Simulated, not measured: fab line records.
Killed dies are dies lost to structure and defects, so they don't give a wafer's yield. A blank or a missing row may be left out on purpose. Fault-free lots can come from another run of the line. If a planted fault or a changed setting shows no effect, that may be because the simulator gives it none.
The same fault as seen by 2 desks | flow gf180mcu | each desk holds nothing but its own numbers, with what lay behind them at the end

## TOOL OWNER'S DESK, pvd-sputter-01
The tool's own readings at GF_TOP_METAL_SPUTTER_02 (material AlCu, target thk 900 nm, time 47.82 s): means of the sampled wafers that have a number, for each lot that ran on this tool. The brackets show how far a lot's mean lies from the usual mean; more than 4 standard deviations puts the lot out of limits, marked OUT.
Columns: A = cathode-dc-power-W at GF_TOP_METAL_SPUTTER_02, usual 10600 W; B = chamber-pressure-pa at GF_TOP_METAL_SPUTTER_02, usual 0.3000 Pa; C = throttle-valve-pct at GF_TOP_METAL_SPUTTER_02, usual 30.0 %
lot  | first seen here | A                      | B      | C
L798 | day 27 18:19    | 10601                  | 0.3004 | 30.3
L799 | day 28 06:26    | 10600                  | 0.3005 | 30.4
L810 | day 31 08:14    | 8936 (-99 or more) OUT | 0.2996 | 30.6
L813 | day 32 00:02    | 8936 (-99 or more) OUT | 0.3002 | 30.1
L814 | day 32 05:55    | 8936 (-99 or more) OUT | 0.2995 | 30.1
This desk finds L810, L813, L814 out of limits, L810 being first, at day 31 08:14 (cathode-dc-power-W at GF_TOP_METAL_SPUTTER_02). In limits: L798, L799.

## THE METROLOGY DESK
What the gauges read, lot by lot, whatever tool the lot ran on: means of the sampled wafers that have a number. The brackets show how far a lot's mean lies from the usual mean; more than 4 standard deviations puts the lot out of limits, marked OUT.
Columns: A = cd-nm at GF_M5_CD_MEAS_07, usual 279.8 nm; B = TOP_METAL_ALCU_RS at GF_TOP_METAL_RS_MEAS_05, usual 0.0327 ohm/sq; C = TOP_METAL_ALCU_THK at GF_TOP_METAL_THK_MEAS_06, usual 903 nm; D = PASSIVATION_CVD_02_THK at GF_PASSIVATION_THK_MEAS_03, usual 698 nm
lot  | first seen here | A     | B                | C             | D
L798 | day 26 19:11    | 279.1 | 0.0323           | 911           | 706
L799 | day 27 07:11    | 279.0 | 0.0325           | 908           | 701
L804 | day 28 18:46    | 279.7 | 0.0326           | 903           | 704
L810 | day 30 11:43    | 279.1 | 0.0385 (+14) OUT | 765 (-12) OUT | 701
L813 | day 31 03:31    | 279.9 | 0.0386 (+14) OUT | 766 (-11) OUT | 684
L814 | day 31 10:08    | 281.7 | 0.0383 (+13) OUT | 771 (-11) OUT | 698
L816 | day 31 22:43    | 279.5 | 0.0327           | 903           | 690
L817 | day 32 06:25    | 279.7 | 0.0327           | 900           | 687
L818 | day 32 07:22    | 280.4 | 0.0324           | 910           | 693
L820 | day 32 19:08    | 279.9 | 0.0336           | 877           | 692
This desk reports L810, L813, L814 out of limits; the earliest was L810 at day 31 08:19 (TOP_METAL_ALCU_RS at GF_TOP_METAL_RS_MEAS_05). In limits: L798, L799, L804, L816, L817, L818, L820.

## PUT TOGETHER
The tool owner's desk had the chance to raise an alarm at day 31 08:14 on L810, L813, L814.
On L810, L813, L814, the metrology desk was in a position to raise an alarm at day 31 08:19.
Every lot named ran GF_TOP_METAL_SPUTTER_02 on pvd-sputter-01.

## WHAT WAS PUT IN BY THE SIMULATOR
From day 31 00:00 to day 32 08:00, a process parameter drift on pvd-sputter-01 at GF_TOP_METAL_SPUTTER_02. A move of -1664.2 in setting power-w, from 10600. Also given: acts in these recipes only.
Lots struck among those shown: L810, L813, L814.
Time in hours from fault onset to the first out-of-limits reading at each desk: tool owner's desk 8, metrology desk 8.
